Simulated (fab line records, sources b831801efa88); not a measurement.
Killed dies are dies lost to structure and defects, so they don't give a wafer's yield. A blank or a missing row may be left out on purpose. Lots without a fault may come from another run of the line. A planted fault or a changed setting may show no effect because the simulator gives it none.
fab line records | flow sky130
record lots=13 wafers=39 last_day=50
route steps=708 shown FIELD_ISO@15 NWELL@76 VT_ADJUST_HVTP@92
lots that met no fault: from a run of the same line without faults
start_h: hours from the record's first day to the start of the lot's first wafer shown | wait_h: hours since the lot's step before | " the same as in the row above | L1.1+2: a row that stands for several wafers | - no value, or no start given | * or withheld: withheld | < > ~ a bound
route shown NAME@n: a module of which the file shows steps, and the number in the route of the first | usual: mean/standard deviation of fault-free wafers | same: alike in all rows | chamber/n: place in a boat | sites: the reading at each site | _std_site: their standard deviation | _edge_site: outer sites' mean less inner sites' | radius_mm: how far each site lies from the wafer's centre | mask NAME#n: copy n | behind: the tool/chamber that last shaped the wafer | hold: why the lot was held/for how many hours/how that ended | device: the transistor (n, p or np) that didn't switch | end of line: the same wafers' tests at the end of the route | a step without rows: its recipe alone | killed: dies lost to structure and defects at the first sort, not the wafer's yield | map: a wafer's dies, x killed, . not, _ none there
set.NAME: the setting as run; set.NAME@STEP: as run at that earlier step | model.NAME: the simulator's own value behind a step, which no gauge read
steps of the route over a sample of lots; a table a step, a row a wafer
services: from which hour (start_h, from the record's first day; less than 0 if before it) a tool's chamber was out of use, for how many hours, and why
## steps
# step SKY_FIELD_ISO_ETCH_14
# recipe chemistry=N2/H2 target=BARC ion_energy_ev=200 source_w=500 bias_w=100 pressure_mtorr=30 n2_flow_sccm=100 h2_flow_sccm=200 stop_on=SiO2 time_s=45.9 target_depth_a=600
# usual chamber_pressure_mTorr=29.999/0.027 drypump_motor_current_A=5.7/0.35 oes_product_au=0.856/0.0046 throttle_valve_pct=13.225/0.0088
# columns lot.wafer tool chamber start_h wait_h chamber_pressure_mTorr drypump_motor_current_A oes_product_au rf_hours_counter_h throttle_valve_pct
L991.1 rie_diel-03 3 39.48 0.1 29.980 5.4 0.856 88 13.228
L991.3 " 2 " " 29.981 5.4 0.848 117 13.227
L991.6 " 0 " " 30.023 5.6 0.853 - 13.236
L992.1 rie_diel-02 1 43.76 0.1 30.022 5.9 0.861 71 13.238
L992.5 " 1 " " 29.993 5.9 0.861 - 13.229
L992.6 " 0 " " 30.031 5.3 0.855 - 13.226
L993.4 rie_diel-01 3 50.42 0.0 29.914 6.5 0.863 56 13.226
L993.5 " 3 " " 30.021 6.5 0.858 - 13.224
L993.6 " 2 " " 29.982 5.6 0.851 - 13.218
L994.1 rie_diel-03 2 59.18 0.1 29.957 5.4 0.853 118 13.221
L994.3 " 3 " " 30.031 5.4 0.853 88 13.217
L994.5 " 3 " " 29.976 5.4 0.860 - 13.214
L995.1 rie_diel-01 2 62.02 0.1 30.018 5.6 0.847 14 13.226
L995.4 " 0 " " 29.999 5.8 0.853 34 13.230
L995.5 " 0 " " 29.969 5.8 0.854 - 13.226
L996.1 rie_diel-01 3 65.32 0.1 30.029 6.5 0.849 56 13.219
L996.2 " 1 " " 30.009 6.2 0.862 151 13.239
L996.3 " 2 " " 29.988 5.6 0.854 14 13.226
L997.2 rie_diel-01 0 71.08 0.1 29.958 5.8 0.854 35 13.229
L997.5 " 1 " " 29.994 6.2 0.855 - 13.230
L997.6 " 2 " " 30.028 5.6 0.866 - 13.223
L998.2 rie_diel-03 1 75.36 0.1 30.000 5.4 0.861 4 13.228
L998.4 " 3 " " 29.982 5.4 0.852 89 13.229
L998.5 " 0 " " 30.001 5.6 0.861 - 13.233
L999.1 rie_diel-01 0 81.23 0.1 30.014 5.8 0.851 35 13.207
L999.2 " 2 " " 30.007 5.6 0.861 14 13.221
L999.5 " 1 " " 30.014 6.2 0.857 - 13.252
L101.3 rie_diel-01 0 90.58 0.1 29.989 5.8 0.857 35 13.225
L101.5 " 0 " " 29.985 5.8 0.856 - 13.223
L101.6 " 2 " " 30.041 5.7 0.856 - 13.224
L106.3 rie_diel-03 3 118.41 0.1 29.992 5.4 0.862 90 13.224
L106.5 " 3 " " 29.975 5.4 0.854 - 13.228
L106.6 " 0 " " 30.002 5.6 0.852 - 13.229
L111.2 rie_diel-02 2 143.03 0.1 29.967 6.2 0.856 87 13.219
L111.3 " 3 " " 30.026 5.5 0.848 104 13.223
L111.6 " 0 " " 29.978 5.3 0.851 - 13.216
L112.2 rie_diel-03 2 150.42 0.1 30.000 5.4 0.855 119 13.225
L112.3 " 1 " " 29.994 5.4 0.861 6 13.229
L112.5 " 1 " " 30.022 5.4 0.859 - 13.223
# step SKY_NWELL_OVL_MEAS_23
# usual NWELL_01_OVL=0.1/1.3
# columns lot.wafer tool chamber start_h wait_h NWELL_01_OVL[nm]
L991.1 overlay-01 - 115.54 - 0.4
L991.3 " - " " 1.1
L991.6 " - " " -1.3
L992.1 overlay-02 - 117.85 - -0.7
L992.5 " - " " 0.0
L992.6 " - " " 0.4
L993.4 overlay-02 - 124.11 - -0.8
L993.5 " - " " 1.3
L993.6 " - " " -1.3
L994.1 overlay-02 - 135.74 - -0.9
L994.3 " - " " -0.9
L994.5 " - " " 1.0
L995.1 overlay-02 - 140.64 - -1.2
L995.4 " - " " -1.4
L995.5 " - " " -3.9
L996.1 overlay-01 - 144.39 - 0.9
L996.2 " - " " 1.8
L996.3 " - " " 2.2
L997.2 overlay-02 - 149.45 - 1.4
L997.5 " - " " -1.9
L997.6 " - " " -0.3
L998.2 overlay-02 - 155.99 - -0.7
L998.4 " - " " -0.5
L998.5 " - " " 0.6
L999.1 overlay-02 - 162.44 - 0.0
L999.2 " - " " 0.9
L999.5 " - " " -0.5
L101.3 overlay-01 - 172.10 - 2.4
L101.5 " - " " 1.2
L101.6 " - " " -0.1
L106.3 overlay-02 - 210.71 - -3.2
L106.5 " - " " -1.8
L106.6 " - " " -1.9
L111.2 overlay-02 - 233.81 - 1.5
L111.3 " - " " -0.3
L111.6 " - " " 1.2
L112.2 overlay-01 - 242.84 - 0.1
L112.3 " - " " -0.4
L112.5 " - " " -0.3
# step SKY_NWELL_STRIP_25
# recipe chemistry=O2/N2 power_w=1400 pressure_mtorr=1500 platen_temp_c=withheld o2_flow_sccm=3000 n2_flow_sccm=300 overash_fraction=0.5
# usual chamber_pressure_mTorr=1500.0/1.3 drypump_motor_current_A=5.8/0.51 oes_product_au=0.723/0.0048 strip_time_to_endpoint_s=36.94/0.096
# columns lot.wafer tool chamber start_h wait_h chamber_pressure_mTorr drypump_motor_current_A oes_product_au rf_hours_counter_h strip_time_to_endpoint_s
L991.1 plasma_asher-02 0 115.73 0.1 1498.8 5.2 0.723 43 36.99
L991.3 " 1 " " 1498.5 5.5 0.726 - 36.93
L991.6 " 0 " " 1500.5 5.2 0.722 - 36.96
L992.1 plasma_asher-01 1 118.03 0.1 1500.3 6.5 0.729 0 36.92
L992.5 " 1 " " 1498.3 6.5 0.722 - 37.10
L992.6 " 0 " " 1498.3 5.7 0.718 - 37.13
L993.4 plasma_asher-02 1 124.31 0.1 1499.1 5.5 0.728 - 36.99
L993.5 " 0 " " 1497.9 5.2 0.718 - 37.06
L993.6 " 1 " " 1498.9 5.5 0.721 - 36.98
L994.1 plasma_asher-04 1 135.92 0.1 1498.3 5.2 0.721 32 36.76
L994.3 " 1 " " 1501.7 5.1 0.721 - 36.87
L994.5 " 1 " " 1500.2 5.1 0.725 - 36.80
L995.1 plasma_asher-01 1 140.83 0.1 1501.7 6.5 0.723 3 36.88
L995.4 " 1 " " 1501.0 6.5 0.724 - 36.86
L995.5 " 1 " " 1499.3 6.5 0.722 - 36.78
L996.1 plasma_asher-01 0 144.58 0.1 1501.0 5.7 0.720 3 36.89
L996.2 " 1 " " 1499.9 6.5 0.723 3 36.83
L996.3 " 0 " " 1501.1 5.7 0.719 - 36.89
L997.2 plasma_asher-04 0 149.63 0.1 1500.9 6.3 0.726 33 36.89
L997.5 " 0 " " 1498.9 6.3 0.721 - 36.86
L997.6 " 1 " " 1498.3 5.2 0.724 - 36.83
L998.2 plasma_asher-02 1 156.17 0.1 1501.4 5.6 0.730 46 37.07
L998.4 " 0 " " 1497.6 5.2 0.726 - 37.01
L998.5 " 1 " " 1500.9 5.5 0.726 - 36.97
L999.1 plasma_asher-01 1 162.63 0.1 1498.4 6.6 0.722 5 36.96
L999.2 " 0 " " 1502.3 5.7 0.713 5 36.79
L999.5 " 1 " " 1500.7 6.6 0.733 - 36.86
L101.3 plasma_asher-04 0 172.31 0.1 1499.1 6.2 0.953 - -
L101.5 " 0 " " 1499.9 6.3 0.952 - -
L101.6 " 1 " " 1500.7 5.2 0.943 - -
L106.3 plasma_asher-02 0 210.92 0.1 1497.8 5.2 0.714 - 36.83
L106.5 " 1 " " 1501.1 5.5 0.719 - 36.95
L106.6 " 0 " " 1498.8 5.2 0.718 - 36.97
L111.2 plasma_asher-04 1 233.99 0.1 1499.8 5.2 0.722 43 36.96
L111.3 " 0 " " 1501.0 6.2 0.717 - 37.13
L111.6 " 0 " " 1497.8 6.3 0.717 - 37.04
L112.2 plasma_asher-04 1 243.02 0.1 1499.2 5.2 0.717 44 36.91
L112.3 " 1 " " 1499.4 5.2 0.730 - 36.96
L112.5 " 0 " " 1500.9 6.2 0.728 - 36.84
# step SKY_VT_ADJUST_HVTP_CD_MEAS_07
# recipe target_cd_nm=380
# usual cd_nm=379.5/2.5
# columns lot.wafer tool chamber start_h wait_h cd_nm
L991.1 cd_sem-02 - 134.62 0.2 381.7
L991.3 " - " " 381.0
L991.6 " - " " 380.7
L992.1 cd_sem-01 - 136.01 0.1 378.7
L992.5 " - " " 381.2
L992.6 " - " " 380.6
L993.4 cd_sem-01 - 143.57 0.1 382.5
L993.5 " - " " 384.4
L993.6 " - " " 382.5
L994.1 cd_sem-01 - 155.64 0.1 379.4
L994.3 " - " " 378.3
L994.5 " - " " 376.7
L995.1 cd_sem-01 - 161.00 0.1 373.6
L995.4 " - " " 376.2
L995.5 " - " " 375.8
L996.1 cd_sem-01 - 164.61 0.1 380.1
L996.2 " - " " 378.8
L996.3 " - " " 377.9
L997.2 cd_sem-01 - 169.48 0.1 379.4
L997.5 " - " " 379.2
L997.6 " - " " 377.5
L998.2 cd_sem-01 - 176.86 0.2 377.3
L998.4 " - " " 379.4
L998.5 " - " " 377.4
L999.1 cd_sem-01 - 183.14 0.1 376.2
L999.2 " - " " 375.5
L999.5 " - " " 375.1
L101.3 cd_sem-01 - 193.74 0.1 382.0
L101.5 " - " " 382.0
L101.6 " - " " 382.2
L106.3 cd_sem-01 - 232.59 0.1 380.7
L106.5 " - " " 380.3
L106.6 " - " " 379.6
L111.2 cd_sem-01 - 257.31 0.1 381.9
L111.3 " - " " 383.5
L111.6 " - " " 382.2
L112.2 cd_sem-02 - 267.13 0.1 382.6
L112.3 " - " " 382.1
L112.5 " - " " 381.0
# step SKY_VT_ADJUST_HVTP_STRIP_10
# recipe chemistry=O2/N2 power_w=1400 pressure_mtorr=1500 platen_temp_c=withheld o2_flow_sccm=3000 n2_flow_sccm=300 overash_fraction=0.5
# usual chamber_pressure_mTorr=1499.9/1.3 drypump_motor_current_A=5.8/0.43 oes_product_au=0.715/0.0048 strip_time_to_endpoint_s=14.18/0.046
# columns lot.wafer tool chamber start_h wait_h chamber_pressure_mTorr drypump_motor_current_A oes_product_au rf_hours_counter_h strip_time_to_endpoint_s
L991.1 plasma_asher-04 1 134.93 0.1 1501.1 5.2 0.720 32 14.13
L991.3 " 0 " " 1501.8 6.3 0.716 - 14.12
L991.6 " 0 " " 1500.5 6.3 0.712 - 14.15
L992.1 plasma_asher-03 0 136.32 0.1 1500.7 6.0 0.716 46 14.22
L992.5 " 1 " " 1500.4 6.0 0.709 - 14.24
L992.6 " 0 " " 1499.8 6.0 0.718 - 14.19
L993.4 plasma_asher-02 0 143.85 0.1 1501.6 5.2 0.715 - 14.11
L993.5 " 1 " " 1499.3 5.5 0.717 - 14.07
L993.6 " 0 " " 1500.9 5.2 0.713 - 14.16
L994.1 plasma_asher-04 0 155.94 0.1 1500.0 6.3 0.720 34 14.13
L994.3 " 1 " " 1499.1 5.2 0.712 - 14.16
L994.5 " 0 " " 1500.0 6.3 0.711 - 14.14
L995.1 plasma_asher-04 0 161.31 0.1 1498.7 6.3 0.713 35 14.20
L995.4 " 0 " " 1501.2 6.3 0.715 - 14.19
L995.5 " 0 " " 1497.8 6.3 0.723 - 14.22
L996.1 plasma_asher-03 0 164.92 0.1 1497.7 6.0 0.720 49 14.07
L996.2 " 1 " " 1500.8 6.0 0.718 49 14.07
L996.3 " 0 " " 1498.9 6.0 0.718 - 14.09
L997.2 plasma_asher-03 0 169.77 0.1 1499.8 6.0 0.711 50 14.21
L997.5 " 0 " " 1497.7 6.0 0.717 - 14.16
L997.6 " 1 " " 1499.3 6.0 0.708 - 14.18
L998.2 plasma_asher-03 1 177.15 0.1 1498.9 6.0 0.709 51 14.21
L998.4 " 0 " " 1500.3 6.0 0.721 - 14.19
L998.5 " 0 " " 1500.3 6.0 0.718 - 14.15
L999.1 plasma_asher-03 1 183.44 0.1 1501.8 6.0 0.710 51 14.18
L999.2 " 0 " " 1501.0 6.0 0.718 51 14.18
L999.5 " 1 " " 1500.5 6.0 0.717 - 14.18
L101.3 plasma_asher-04 0 194.04 0.1 1498.4 6.3 0.721 - 30.02
L101.5 " 1 " " 1499.2 5.2 0.719 - 29.97
L101.6 " 0 " " 1501.0 6.3 0.720 - 30.05
L106.3 plasma_asher-03 1 232.89 0.1 1499.9 6.0 0.710 - 14.21
L106.5 " 0 " " 1501.1 6.0 0.715 - 14.21
L106.6 " 1 " " 1498.2 6.0 0.713 - 14.27
L111.2 plasma_asher-02 0 257.59 0.1 1498.6 5.2 0.722 53 14.28
L111.3 " 0 " " 1499.9 5.2 0.713 - 14.26
L111.6 " 1 " " 1501.5 5.6 0.715 - 14.26
L112.2 plasma_asher-03 1 267.42 0.1 1497.8 6.0 0.721 60 14.18
L112.3 " 0 " " 1500.0 6.0 0.716 - 14.19
L112.5 " 0 " " 1501.6 6.0 0.711 - 14.24
# step SKY_VT_ADJUST_HVTP_TW_MEAS_11
# usual VT_ADJUST_HVTP_TW=1366/7.6
# columns lot.wafer tool chamber start_h wait_h VT_ADJUST_HVTP_TW
L991.1 film_metro-02 - 135.03 0.1 1360
L991.3 " - " " 1365
L991.6 " - " " 1362
L992.1 film_metro-04 - 136.42 0.1 1381
L992.5 " - " " 1369
L992.6 " - " " 1379
L993.4 film_metro-04 - 143.95 0.1 1368
L993.5 " - " " 1377
L993.6 " - " " 1374
L994.1 film_metro-01 - 156.04 0.1 1368
L994.3 " - " " 1362
L994.5 " - " " 1356
L995.1 film_metro-01 - 161.41 0.1 1367
L995.4 " - " " 1357
L995.5 " - " " 1358
L996.1 film_metro-01 - 165.02 0.1 1364
L996.2 " - " " 1366
L996.3 " - " " 1365
L997.2 film_metro-02 - 169.88 0.1 1369
L997.5 " - " " 1365
L997.6 " - " " 1369
L998.2 film_metro-01 - 177.26 0.1 1363
L998.4 " - " " 1367
L998.5 " - " " 1361
L999.1 film_metro-01 - 183.54 0.1 1366
L999.2 " - " " 1361
L999.5 " - " " 1367
L101.3 film_metro-02 - 194.13 0.1 30
L101.5 " - " " 30
L101.6 " - " " 30
L106.3 film_metro-01 - 232.98 0.1 1365
L106.5 " - " " 1367
L106.6 " - " " 1360
L111.2 film_metro-02 - 257.70 0.1 1366
L111.3 " - " " 1370
L111.6 " - " " 1368
L112.2 film_metro-02 - 267.53 0.1 1356
L112.3 " - " " 1354
L112.5 " - " " 1355
## services
# columns tool chamber start_h hours kind
plasma_asher-04 - 49.80 4.0 pm
rie_diel-01 - 54.07 2.8 pm
rie_diel-01 3 88.03 6.7 repair
rie_diel-02 3 107.48 7.6 repair
plasma_asher-01 - 108.75 9.0 pm
rie_diel-03 2 114.52 13.2 repair
rie_diel-01 - 125.55 1.4 repair
plasma_asher-02 - 126.81 15.6 pm
rie_diel-02 0 147.71 9.2 repair
rie_diel-02 1 156.96 16.4 repair
plasma_asher-02 - 157.61 2.8 pm
plasma_asher-02 - 160.36 28.1 pm
rie_diel-01 1 169.51 - clean
rie_diel-02 2 170.48 5.5 repair
rie_diel-02 3 172.58 8.3 repair
rie_diel-02 0 175.11 10.2 repair
plasma_asher-03 - 186.75 3.2 repair
rie_diel-03 3 207.42 17.5 repair
plasma_asher-02 - 213.69 0.7 repair
rie_diel-03 - 215.94 14.6 pm
rie_diel-03 3 257.05 12.4 repair
rie_diel-03 2 258.60 8.1 repair
rie_diel-02 - 260.21 0.3 repair
plasma_asher-01 - 260.32 4.6 repair
## key
first_sign step=SKY_NWELL_STRIP_25 reading=oes_product_au direction=up sigmas=47 usual=0.723 struck=0.949
effect step=SKY_VT_ADJUST_HVTP_STRIP_10 reading=strip_time_to_endpoint_s direction=up sigmas=99+ usual=* struck=*
effect step=SKY_VT_ADJUST_HVTP_TW_MEAS_11 reading=VT_ADJUST_HVTP_TW direction=down sigmas=99+ usual=1366 struck=30
met_at SKY_NWELL_STRIP_25
struck_lots L101
sort_left_out L101.3,L101.5,L101.6
tester_left_out L101
not_acting_at SKY_FIELD_ISO_ETCH_14,SKY_NWELL_OVL_MEAS_23,SKY_VT_ADJUST_HVTP_CD_MEAS_07
onset_between 149.63 172.31
fault kind=strip_aborted tool=plasma_asher-04 chamber=- onset_h=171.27 steps=SKY_NWELL_STRIP_25 offset=0.61796 end_h=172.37
# tester_left_out: of these lots the tester's yield and bins aren't shown, on N5 and GAA mostly nor the transistor test; their killed dies are dies lost to structure and defects alone, not to doping, threshold or leakage, so they don't give the yield
# sort_left_out: the simulated sort isn't trusted on such a fault, so these wafers' sort isn't shown, and their yield isn't known
